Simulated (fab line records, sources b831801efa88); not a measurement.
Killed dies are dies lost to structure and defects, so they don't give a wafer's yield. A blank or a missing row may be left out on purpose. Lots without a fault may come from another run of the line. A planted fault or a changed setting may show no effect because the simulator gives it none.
Which tool did it? | flow sky130 | 24 lots, 72 wafers sampled, at 6 steps of a route of 708

WHAT THE GAUGES READ, wafer by wafer
SKY_PWDE_OVL_MEAS_07. Usual: PWDE_OVL -0.5 nm, standard deviation 1.4.
lot  | measured    | on         | PWDE_OVL (nm)  | flag
L074 | day 4 00:31 | overlay-01 | 0.4 -0.6 0.6   |
L075 | day 4 04:18 | overlay-01 | -1.6 -1.8 -3.7 |
L076 | day 4 10:48 | overlay-01 | -1.8 -2.2 -3.1 |
L077 | day 4 16:31 | overlay-02 | 0.1 2.9 2.5    |
L078 | day 5 05:56 | overlay-02 | 1.6 -2.1 0.2   |
L079 | day 5 06:14 | overlay-02 | 2.6 0.9 -0.5   |
L080 | day 5 14:19 | overlay-01 | -1.0 -1.5 -3.3 |
L081 | day 5 19:35 | overlay-02 | 0.7 0.5 1.3    |
L082 | day 5 22:52 | overlay-01 | 0.9 0.7 -1.0   |
L083 | day 6 01:28 | overlay-02 | -0.8 -3.4 -1.8 |
L084 | day 6 10:40 | overlay-02 | 0.0 0.5 0.5    |
L085 | day 6 20:41 | overlay-02 | -2.0 -3.9 -1.7 |
L086 | day 7 00:20 | overlay-02 | 0.3 -0.7 -0.4  |
L087 | day 7 08:25 | overlay-02 | -1.0 -0.7 -0.4 |
L088 | day 7 10:06 | overlay-01 | 0.0 0.3 0.3    |
L089 | day 7 15:42 | overlay-02 | -1.6 -0.5 -1.5 |
L090 | day 7 18:47 | overlay-02 | -0.9 -1.1 -1.4 |
L091 | day 7 23:13 | overlay-01 | -0.4 -1.0 1.0  |
L092 | day 8 10:41 | overlay-02 | -1.2 1.3 0.4   |
L093 | day 8 12:11 | overlay-01 | -1.4 -1.7 0.6  |
L094 | day 8 17:29 | overlay-01 | -1.0 -1.2 1.9  |
L095 | day 9 00:15 | overlay-01 | -1.5 -0.6 -1.8 |
L096 | day 9 05:52 | overlay-01 | 0.4 -1.3 -0.1  |
L097 | day 9 10:29 | overlay-01 | 2.2 1.0 0.8    |

SKY_VT_ADJUST_HVTP_OVL_MEAS_08. Usual: VT_ADJUST_HVTP_OVL -0.3 nm, standard deviation 1.2.
lot  | measured     | on         | VT_ADJUST_HVTP_OVL (nm) | flag
L074 | day 6 08:16  | overlay-02 | -0.3 -1.6 -0.1          |
L075 | day 6 12:01  | overlay-01 | -0.8 0.4 0.5            |
L076 | day 6 20:10  | overlay-01 | 0.1 1.0 -2.0            |
L077 | day 7 03:35  | overlay-02 | 1.1 1.6 1.2             |
L078 | day 7 18:56  | overlay-01 | -1.9 -1.1 -1.6          |
L079 | day 7 21:08  | overlay-01 | 0.9 -0.9 -1.1           |
L080 | day 8 05:37  | overlay-01 | 1.7 0.7 0.5             |
L081 | day 8 11:41  | overlay-01 | -0.6 0.6 -0.6           |
L082 | day 8 15:13  | overlay-01 | 0.4 0.0 1.6             |
L083 | day 8 18:29  | overlay-01 | 1.0 1.0 0.7             |
L084 | day 9 04:58  | overlay-01 | 0.2 0.7 0.0             |
L085 | day 9 13:47  | overlay-01 | -2.1 -1.3 -1.1          |
L086 | day 9 18:50  | overlay-02 | 0.9 -0.7 -1.4           |
L087 | day 10 04:46 | overlay-01 | -1.0 -0.2 -0.8          |
L088 | day 10 06:14 | overlay-01 | 1.9 -0.1 -1.6           |
L089 | day 10 10:25 | overlay-02 | -1.1 0.6 0.0            |
L090 | day 10 14:39 | overlay-01 | -0.6 -1.9 -1.0          |
L091 | day 10 19:14 | overlay-01 | 1.3 -0.8 1.1            |
L092 | day 11 08:51 | overlay-01 | -0.5 -0.2 1.2           |
L093 | day 11 09:31 | overlay-01 | 1.0 0.7 -0.4            |
L094 | day 11 15:37 | overlay-02 | -1.6 -1.7 -0.9          |
L095 | day 11 22:03 | overlay-01 | -1.5 -1.4 -0.2          |
L096 | day 12 07:32 | overlay-01 | -1.2 0.7 0.6            |
L097 | day 12 11:34 | overlay-01 | 1.0 -2.2 -1.7           |

SKY_SONOS_ONO_THK_MEAS_05. Usual: SONOS_ONO_CVD_04_THK 5.71 nm, standard deviation 0.11.
lot  | measured     | on            | SONOS_ONO_CVD_04_THK (nm) | flag
L074 | day 12 05:54 | film_metro-02 | 5.68 5.89 5.79            |
L075 | day 12 11:08 | film_metro-01 | 5.58 5.60 5.58            |
L076 | day 12 17:47 | film_metro-03 | 5.64 5.70 5.68            |
L077 | day 13 20:43 | film_metro-03 | 5.67 5.77 5.70            |
L078 | day 14 00:56 | film_metro-02 | 6.02 5.98 5.87            |
L079 | day 14 03:20 | film_metro-03 | 5.91 5.66 5.81            |
L080 | day 14 10:01 | film_metro-01 | 5.74 5.81 5.78            |
L081 | day 14 20:16 | film_metro-01 | 5.76 5.76 5.81            |
L082 | day 15 00:22 | film_metro-03 | 5.70 5.73 5.69            |
L083 | day 15 06:58 | film_metro-02 | 5.69 5.59 5.64            |
L084 | day 15 20:35 | film_metro-03 | 5.78 5.69 5.66            |
L085 | day 16 07:57 | film_metro-03 | 5.73 5.71 5.87            |
L086 | day 16 18:15 | film_metro-03 | 5.62 5.66 5.79            |
L087 | day 17 03:04 | film_metro-01 | 5.72 5.77 5.55            |
L088 | day 17 04:23 | film_metro-03 | 5.56 5.60 5.51            |
L089 | day 17 11:32 | film_metro-02 | 6.01 5.88 5.84            |
L090 | day 17 21:01 | film_metro-03 | 5.64 5.71 5.63            |
L091 | day 18 01:20 | film_metro-01 | 5.77 5.78 5.81            |
L092 | day 18 13:17 | film_metro-01 | 5.77 5.67 5.77            |
L093 | day 18 15:42 | film_metro-02 | 5.55 5.62 5.61            |
L094 | day 19 00:17 | film_metro-02 | 5.66 5.78 5.77            |
L095 | day 19 11:14 | film_metro-02 | 5.68 5.60 5.59            |
L096 | day 19 19:50 | film_metro-02 | 5.62 5.64 5.72            |
L097 | day 20 01:08 | film_metro-01 | 5.64 5.66 5.71            |

SKY_POLY_GATE_THK_MEAS_01. Usual: POLY_GATE_CVD_00_THK 181.6 nm, standard deviation 1.5.
lot  | measured     | on            | POLY_GATE_CVD_00_THK (nm) | flag
L074 | day 14 16:27 | film_metro-04 | 178.9 179.1 180.1         |
L075 | day 14 22:22 | film_metro-01 | 183.9 183.3 183.0         |
L076 | day 15 08:24 | film_metro-04 | 181.3 179.7 178.7         |
L077 | day 16 13:02 | film_metro-01 | 180.8 180.6 181.6         |
L078 | day 16 17:21 | film_metro-01 | 182.0 181.1 180.6         |
L079 | day 16 20:20 | film_metro-03 | 184.0 183.0 184.1         |
L080 | day 17 03:54 | film_metro-01 | 182.0 183.0 182.3         |
L081 | day 17 17:11 | film_metro-01 | 182.0 182.5 182.5         |
L082 | day 17 22:25 | film_metro-04 | 180.1 178.0 178.2         |
L083 | day 18 02:32 | film_metro-01 | 181.3 181.1 181.5         |
L084 | day 18 19:55 | film_metro-03 | 182.9 182.1 182.5         |
L085 | day 19 05:54 | film_metro-03 | 180.8 182.8 181.6         |
L086 | day 19 17:14 | film_metro-01 | 183.4 183.3 181.4         |
L087 | day 20 03:25 | film_metro-04 | 183.6 183.7 183.1         |
L088 | day 20 03:25 | film_metro-03 | 179.4 179.7 179.3         |
L089 | day 20 09:32 | film_metro-04 | 182.9 183.3 182.9         |
L090 | day 20 21:13 | film_metro-01 | 182.4 181.4 183.1         |
L091 | day 21 01:33 | film_metro-03 | 182.3 183.6 181.8         |
L092 | day 21 12:09 | film_metro-04 | 179.8 180.4 180.2         |
L093 | day 21 16:05 | film_metro-03 | 182.8 181.3 183.9         |
L094 | day 21 23:32 | film_metro-04 | 180.4 179.7 181.9         |
L095 | day 22 13:41 | film_metro-04 | 180.7 178.0 180.4         |
L096 | day 22 19:26 | film_metro-01 | 180.1 178.1 178.8         |
L097 | day 22 23:56 | film_metro-04 | 183.4 181.9 183.2         |

WHICH TOOL RAN EACH LOT (tool, then ch and the chambers of the sampled wafers, then the start)
lot  | SKY_NWELL_RTA_28                 | SKY_GATE_OXIDE_STRIP_13
L074 | rtp_anneal-01 ch 0, day 5 12:48  | plasma_asher-01 ch 0,1, day 14 13:30
L075 | rtp_anneal-02 ch 0, day 5 15:57  | plasma_asher-02 ch 0,1, day 14 18:42
L076 | rtp_anneal-01 ch 0, day 5 23:37  | plasma_asher-02 ch 0,1, day 15 03:50
L077 | rtp_anneal-01 ch 0, day 6 06:47  | plasma_asher-02 ch 0,1, day 16 08:44
L078 | rtp_anneal-02 ch 0, day 6 21:57  | plasma_asher-01 ch 0,1, day 16 13:58
L079 | rtp_anneal-01 ch 0, day 6 23:02  | plasma_asher-03 ch 0,1, day 16 16:26
L080 | rtp_anneal-01 ch 0, day 7 07:44  | plasma_asher-02 ch 0,1, day 17 00:31
L081 | rtp_anneal-02 ch 0, day 7 13:46  | plasma_asher-02 ch 0, day 17 10:20
L082 | rtp_anneal-01 ch 0, day 7 17:12  | plasma_asher-03 ch 0,1, day 17 16:12
L083 | rtp_anneal-02 ch 0, day 7 19:55  | plasma_asher-03 ch 0,1, day 17 21:49
L084 | rtp_anneal-02 ch 0, day 8 06:36  | plasma_asher-01 ch 0,1, day 18 15:23
L085 | rtp_anneal-01 ch 0, day 8 15:52  | plasma_asher-02 ch 0,1, day 19 02:57
L086 | rtp_anneal-01 ch 0, day 8 20:40  | plasma_asher-01 ch 0,1, day 19 14:13
L087 | rtp_anneal-01 ch 0, day 9 05:02  | plasma_asher-03 ch 0,1, day 19 23:36
L088 | rtp_anneal-02 ch 0, day 9 07:33  | plasma_asher-02 ch 0,1, day 19 22:58
L089 | rtp_anneal-02 ch 0, day 9 12:00  | plasma_asher-03 ch 0,1, day 20 06:36
L090 | rtp_anneal-01 ch 0, day 9 16:00  | plasma_asher-02 ch 0,1, day 20 16:13
L091 | rtp_anneal-02 ch 0, day 9 19:28  | plasma_asher-01 ch 0,1, day 20 21:29
L092 | rtp_anneal-02 ch 0, day 10 08:09 | plasma_asher-03 ch 0,1, day 21 09:12
L093 | rtp_anneal-01 ch 0, day 10 09:22 | plasma_asher-01 ch 0,1, day 21 13:08
L094 | rtp_anneal-02 ch 0, day 10 15:26 | plasma_asher-02 ch 0,1, day 21 20:35
L095 | rtp_anneal-02 ch 0, day 10 21:50 | plasma_asher-03 ch 0,1, day 22 09:33
L096 | rtp_anneal-01 ch 0, day 11 06:39 | plasma_asher-01 ch 0,1, day 22 16:29
L097 | rtp_anneal-02 ch 0, day 11 10:15 | plasma_asher-01 ch 0,1, day 22 20:59
- SKY_NWELL_RTA_28: time 30 s.
- SKY_GATE_OXIDE_STRIP_13: strips in O2/N2.

WHAT THE TOOLS THEMSELVES READ (means of the sampled wafers that have a number; where no wafer has one, the mark that the record gives instead)
SKY_NWELL_RTA_28. Usual: chamber_o2_ppm 2.001, standard deviation 0.025; lamp_power_pct 25.30 %, standard deviation 0.054; wafer_temp_C_max 1054.9, standard deviation 0.82.
lot  | tool          | chamber_o2_ppm | lamp_power_pct (%) | wafer_temp_C_max | flag
L074 | rtp_anneal-01 | 1.997          | 25.34              | 1054.7           |
L075 | rtp_anneal-02 | 1.996          | 25.31              | 1055.2           |
L076 | rtp_anneal-01 | 2.025          | 25.33              | 1054.1           |
L077 | rtp_anneal-01 | 2.020          | 25.28              | 1055.2           |
L078 | rtp_anneal-02 | 2.008          | 25.28              | 1054.3           |
L079 | rtp_anneal-01 | 2.017          | 25.34              | 1055.0           |
L080 | rtp_anneal-01 | 2.010          | 25.25              | 1055.4           |
L081 | rtp_anneal-02 | 2.007          | 25.26              | 1055.2           |
L082 | rtp_anneal-01 | 1.999          | 25.35              | 1054.2           |
L083 | rtp_anneal-02 | 1.991          | 25.28              | 1055.6           |
L084 | rtp_anneal-02 | 2.006          | 25.30              | 1054.0           |
L085 | rtp_anneal-01 | 2.010          | 25.33              | 1055.4           |
L086 | rtp_anneal-01 | 2.003          | 25.30              | 1055.3           |
L087 | rtp_anneal-01 | 2.020          | 25.33              | 1054.5           |
L088 | rtp_anneal-02 | 1.979          | 25.29              | 1054.9           |
L089 | rtp_anneal-02 | 2.016          | 25.30              | 1054.9           |
L090 | rtp_anneal-01 | 2.015          | 25.32              | 1055.0           |
L091 | rtp_anneal-02 | 2.011          | 25.30              | 1055.2           |
L092 | rtp_anneal-02 | 2.019          | 25.33              | 1055.5           |
L093 | rtp_anneal-01 | 1.998          | 25.34              | 1054.9           |
L094 | rtp_anneal-02 | 2.000          | 25.27              | 1055.5           |
L095 | rtp_anneal-02 | 1.994          | 25.29              | 1055.1           |
L096 | rtp_anneal-01 | 1.965          | 25.27              | 1055.8           |
L097 | rtp_anneal-02 | 1.999          | 25.26              | 1054.4           |

SKY_GATE_OXIDE_STRIP_13. Usual: drypump_motor_current_A 5.8 A, standard deviation 0.71; oes_product_au 0.716 a.u., standard deviation 0.0045; strip_time_to_endpoint_s 14.20 s, standard deviation 0.038.
lot  | tool            | drypump_motor_current_A (A) | oes_product_au (a.u.) | strip_time_to_endpoint_s (s) | flag
L074 | plasma_asher-01 | 6.3                         | 0.717                 | 14.19                        |
L075 | plasma_asher-02 | 6.1                         | 0.717                 | 14.22                        |
L076 | plasma_asher-02 | 5.4                         | 0.716                 | 14.23                        |
L077 | plasma_asher-02 | 6.0                         | 0.716                 | 14.25                        |
L078 | plasma_asher-01 | 6.1                         | 0.712                 | 14.17                        |
L079 | plasma_asher-03 | 5.6                         | 0.715                 | 14.21                        |
L080 | plasma_asher-02 | 6.1                         | 0.714                 | 14.20                        |
L081 | plasma_asher-02 | 4.8                         | 0.716                 | 14.27                        |
L082 | plasma_asher-03 | 5.6                         | 0.716                 | 14.26                        |
L083 | plasma_asher-03 | 5.6                         | 0.712                 | 14.14                        |
L084 | plasma_asher-01 | 6.3                         | 0.716                 | 14.17                        |
L085 | plasma_asher-02 | 5.4                         | 0.719                 | 14.22                        |
L086 | plasma_asher-01 | 6.0                         | 0.716                 | 14.19                        |
L087 | plasma_asher-03 | 5.3                         | 0.715                 | 14.21                        |
L088 | plasma_asher-02 | 6.1                         | 0.718                 | 14.16                        |
L089 | plasma_asher-03 | 5.3                         | 0.718                 | 14.20                        |
L090 | plasma_asher-02 | 5.4                         | 0.719                 | 14.16                        |
L091 | plasma_asher-01 | 6.1                         | 0.711                 | 14.14                        |
L092 | plasma_asher-03 | 5.3                         | 0.717                 | 14.22                        |
L093 | plasma_asher-01 | 6.3                         | 0.714                 | 14.22                        |
L094 | plasma_asher-02 | 5.4                         | 0.714                 | 14.20                        |
L095 | plasma_asher-03 | 5.3                         | 0.715                 | 14.23                        |
L096 | plasma_asher-01 | 6.1                         | 0.721                 | 14.18                        |
L097 | plasma_asher-01 | 6.0                         | 0.716                 | 14.18                        |

THE ANSWER, worked out from the rows above alone
Rule: a lot is off if the mean of its wafers that have a number lies more than 3 standard deviations from the usual mean. A lot without any number at a reading at which 4 lots or more have one is off too. The other lots that the step has rows for count as sound. The gauges are gone through in route order, then the tools' own readings, and for those a lot's mean is taken as printed above. The first step at which some lot is off is used, and at that step the reading that is off furthest; a lot without a number counts as furthest.
No lot is off at any reading shown: from this, nothing can be told.

WHAT THE SIMULATOR HAD PUT IN
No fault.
